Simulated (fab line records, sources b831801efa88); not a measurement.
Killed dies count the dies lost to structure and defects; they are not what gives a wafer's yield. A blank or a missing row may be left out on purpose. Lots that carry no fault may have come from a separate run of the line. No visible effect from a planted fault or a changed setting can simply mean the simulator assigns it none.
Matching of chambers | flow sky130 | SKY_VIA4_CMP_21 on cmp-02 has 4 sister chambers
The step polishes, stops on SiO2, t overpolish 25 s, target thk 0 nm. 8 wafers are shown with their chamber, then 11 later ones without.

WAFERS, EACH WITH ITS CHAMBER
wafer  | chamber | motor current A (A) | slurry flow ml min
L081.6 | 1       | 9.4                 | 150.1
L083.5 | 1       | 9.7                 | 150.6
L085.1 | 2       | 11.6                | 150.6
L085.3 | 0       | 11.8                | 150.3
L090.2 | 2       | 12.2                | 150.9
L090.3 | 3       | 12.1                | 150.0
L090.5 | 3       | 12.7                | 149.5
L091.2 | 0       | 11.0                | 149.7

WAFERS WITH NO CHAMBER GIVEN
wafer  | motor current A (A) | slurry flow ml min
L091.3 | 12.4                | 150.0
L091.5 | 12.4                | 149.9
L092.3 | 11.8                | 150.3
L092.5 | 11.7                | 150.2
L092.6 | 11.9                | 150.1
L093.1 | 12.2                | 149.7
L093.3 | 12.2                | 149.8
L093.6 | 10.6                | 150.6
L097.2 | 9.7                 | 149.5
L097.4 | 12.2                | 150.8
L097.6 | 11.9                | 149.5

THE CHAMBER EACH PASSED THROUGH
wafer  | from the rows above          | in truth
L091.3 | can't be placed: 3 or 0 or 2 | 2
L091.5 | can't be placed: 3 or 0      | 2
L092.3 | can't be placed: 0 or 2 or 3 | 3
L092.5 | can't be placed: 0 or 2 or 3 | 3
L092.6 | can't be placed: 0 or 3 or 2 | 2
L093.1 | can't be placed: 3 or 0      | 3
L093.3 | can't be placed: 3 or 0      | 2
L093.6 | can't be placed: 0 or 1 or 2 | 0
L097.2 | can't be placed: 1 or 0      | 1
L097.4 | 2                            | 2
L097.6 | can't be placed: 3 or 0      | 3
1 of 11 placed correctly. From these rows, 10 cannot be placed; in 8 the true chamber is one of the candidates. Number placed wrongly: 0.
How it was worked out, from the rows above alone: a wafer's distance from a chamber is the root of the sum, over the readings, of the square of ((its reading less the chamber's mean) divided by the reading's scatter). The wafer belongs to the nearest chamber; if the next one is less than 2 further off, it can't be placed. The mean given for a chamber averages the wafers shown for that chamber. The scatter: take each reading less its chamber's mean, square it, sum over the shown wafers, divide by the number of wafers less the number of chambers, and take the root.
